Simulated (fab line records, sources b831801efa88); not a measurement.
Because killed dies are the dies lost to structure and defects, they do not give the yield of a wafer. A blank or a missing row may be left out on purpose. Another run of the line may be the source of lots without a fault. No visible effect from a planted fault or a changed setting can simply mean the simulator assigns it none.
Comparing a struck lot with a sound one -- flow sky130 -- 15 steps out of a route of 708
Sound: the wafers L977.1, L977.4, L977.6. The struck wafers were L987.1, L987.2, L987.6. The cause is given at the end.
For every step that has rows: the tool of each side, followed by ch and its chambers, followed by its first start. Under that, the readings that differ: sound wafers -- struck wafers -- difference of the means -- sigmas: that difference in standard deviations of wafers without a fault.
alike: readings with means less than 2 such deviations apart, plus words and numbers identical on both sides. not compared: withheld readings, readings lacking a value on some wafer, bounds such as >300 that could conceal the same value, and numbers that have no deviation in the record and whose values overlap.
Wherever a step has rows on one side only, a row that says differs or no value, or a row with sigmas, the two part there. Numbers that have no deviation but don't overlap get no sigmas and don't part them. A reading that every wafer of one side lacks parts them only if that side has two wafers or more.

first, 5 steps without rows for these wafers: SKY_SD_N_COAT_02 (resist thk 1140 nm); SKY_SD_N_SOFTBAKE_03 (time 60 s); SKY_SD_N_EXPOSE_04 (exposes mask NSDM, target cd 380 nm); SKY_SD_N_PEB_05; SKY_SD_N_DEVELOP_06 (develop time 60 s).
SKY_SD_N_CD_MEAS_07: target cd 380 nm.
  sound on cdSem-02 at day 29 16:02; struck on cdSem-01 at day 32 20:33
  alike: cdNm
SKY_SD_N_OVL_MEAS_08:
  sound on overlay-01 at day 29 16:09; struck on overlay-02 at day 32 20:40
  alike: SD_N_OVL
then, 2 steps without rows for these wafers: SKY_SD_N_IMPLANT_09; SKY_SD_N_IMPLANT_10.
SKY_SD_N_STRIP_11: strips in O2/N2.
  sound on plasmaAsher-04 ch 0,1, day 29 16:29; struck on plasmaAsher-03 ch 0,1, day 32 21:01
  alike: drypumpMotorCurrentA, oesProductAu, stripTimeToEndpointS
  not compared: rfHoursCounterH
SKY_SD_N_TW_MEAS_12:
  sound on filmMetro-01 at day 29 16:35; struck on filmMetro-03 at day 32 21:07
  alike: SD_N_TW
then, 1 step without rows for these wafers: SKY_SD_N_CLEAN_13 (cleans in SC1/SC2, time 150 s).
SKY_SD_N_RTA_14: time 2 s.
  sound on rtpAnneal-01 ch 0, day 29 16:42; struck on rtpAnneal-02 ch 0, day 32 21:13
  alike: lampPowerPct, wafer_temp_C_max
SKY_SD_N_RS_MEAS_16: measurement is done with a four-point probe.
  sound on filmMetro-01 at day 29 16:52; struck on filmMetro-03 at day 32 21:45
reading,sound,struck,difference,sigmas
SD_N_RS (ohm/sq),68.73 68.65 68.53,51.22 51.35 51.28,-17.35,-99 or more
  not compared: hold
after that, 1 step had no rows for these wafers: SKY_PAD_OPEN_PROBE_99.

WHERE THEY PART
Only at SKY_SD_N_RS_MEAS_16, within this record.

WHY: the cause the simulator had injected
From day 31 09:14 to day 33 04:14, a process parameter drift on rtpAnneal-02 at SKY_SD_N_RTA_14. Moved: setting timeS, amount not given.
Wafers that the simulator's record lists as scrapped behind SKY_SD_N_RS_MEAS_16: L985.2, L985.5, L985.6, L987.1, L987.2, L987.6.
